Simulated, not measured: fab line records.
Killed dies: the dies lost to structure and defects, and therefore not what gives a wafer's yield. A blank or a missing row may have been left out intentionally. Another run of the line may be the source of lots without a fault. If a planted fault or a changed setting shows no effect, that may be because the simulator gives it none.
A lot that was struck, set against a sound lot -- flow sfqLine -- 14 steps out of a route of 325
Sound: wafers L235.4, L235.5, L235.6. Struck: wafers L241.3, L241.6 (left out: L241.2, a lot-mate that was not struck); the cause follows at the end.
Each step with rows lists, per side, the tool, then ch with its chambers, then its first start. Under that, the readings that differ: sound wafers -- struck wafers -- difference of the means -- sigmas: that difference in standard deviations of wafers without a fault.
alike: same words and numbers on both sides, and readings whose means sit less than 2 such deviations apart. not compared: any withheld reading, any reading some wafer has no value for, any bound like >300 that may hide the same value, and any number with overlapping values for which the record gives no deviation.
Wherever a step has rows on one side only, a row that says differs or no value, or a row with sigmas, the two part there. Numbers that have no deviation but don't overlap get no sigmas and don't part them. A reading missing from all wafers of one side parts the sides only when that side holds two or more wafers.

first, 2 steps without rows for these wafers: SFQ_TRILAYER_I0_VIA_STRIP_SOLV_CLEAN_036 (cleans in NMP, time 600 s); SFQ_TRILAYER_M1_DEP_PRE_CLEAN_038 (time 22.5 s).
SFQ_TRILAYER_M1_DEP_SPUTTER_037: material Nb, target thk 200 nm, time 133.3 s.
  struck on pvdSputter-05, day 25 12:06; sound on pvdSputter-05, day 23 11:30
  alike: resputterCathodeVoltageV, throttleValvePct
SFQ_M1_RS_MEAS_909: measures by four-point-probe.
  struck on filmMetro-04, day 25 12:13; sound on filmMetro-02, day 23 11:39
  alike: M1_NB_RS
then, 6 steps without rows for these wafers: SFQ_TRILAYER_M1_LITHO_COAT_044 (resist thk 62 nm); SFQ_TRILAYER_M1_LITHO_COAT_039 (resist thk 600 nm); SFQ_TRILAYER_M1_LITHO_SOFTBAKE_043; SFQ_TRILAYER_M1_LITHO_EXPOSE_040 (exposes mask M1, target cd 500 nm); SFQ_TRILAYER_M1_LITHO_PEB_042 (peb time 60 s); SFQ_TRILAYER_M1_LITHO_DEVELOP_041 (time 60 s).
-- the record jumps here: 7 days lie between the struck wafers' starts before and after --
SFQ_M1_OVL_MEAS_911:
  struck on overlay-01, day 32 07:14; sound on overlay-01, day 30 01:39
  alike: M1_OVL
SFQ_TRILAYER_M1_BARC_OPEN_METAL_ETCH_054: etches BARC in O2, target depth 125 nm, time 41.7 s.
  sound on rieMetal-01 ch 0,1, day 30 01:41; struck on rieMetal-01 ch 0, day 32 07:16
reading,sound,struck,difference,sigmas
oesProductAu (a.u.),0.678 0.686 0.690,0.852 0.858,+0.170,+41
runLengthS (s),70.5 70.3 70.6,60.9 60.4,-9.8,-24
model.KrF_of_TRILAYER_M1_LITHO_COAT_039.thkNm (nm),526.9 525.8 524.9,536.4 536.1,+10.4,
  alike: drypumpMotorCurrentA
  not compared: rfHoursCounterH
SFQ_TRILAYER_M1_ETCH_METAL_ETCH_042: etches Nb in Cl2/Ar, stops on SiO2, target depth 240 nm, time 120 s.
  sound on rieMetal-01 ch 0,1, day 30 01:46; struck on rieMetal-01 ch 0, day 32 07:19
reading,sound,struck,difference,sigmas
model.KrF_of_TRILAYER_M1_LITHO_COAT_039.thkNm (nm),384.9 383.5 380,394.4 394.7,+11.7,
  alike: drypumpMotorCurrentA, oesProductAu, runLengthS
  not compared: rfHoursCounterH
SFQ_TRILAYER_M1_STRIP_STRIP_043: strips in O2.
  sound on rieMetal-01 ch 0,1, day 30 02:04; struck on rieMetal-01 ch 0, day 32 07:27
  alike: drypumpMotorCurrentA, oesProductAu
  not compared: rfHoursCounterH

== WHERE THEY PART ==
SFQ_TRILAYER_M1_BARC_OPEN_METAL_ETCH_054 only, going by this record. Later steps at which nothing parts them and some readings are alike: SFQ_TRILAYER_M1_ETCH_METAL_ETCH_042, SFQ_TRILAYER_M1_STRIP_STRIP_043.

WHY: whatever the simulator had introduced
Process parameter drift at SFQ_TRILAYER_M1_BARC_OPEN_METAL_ETCH_054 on rieMetal-01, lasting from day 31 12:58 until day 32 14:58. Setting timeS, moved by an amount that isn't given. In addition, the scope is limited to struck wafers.
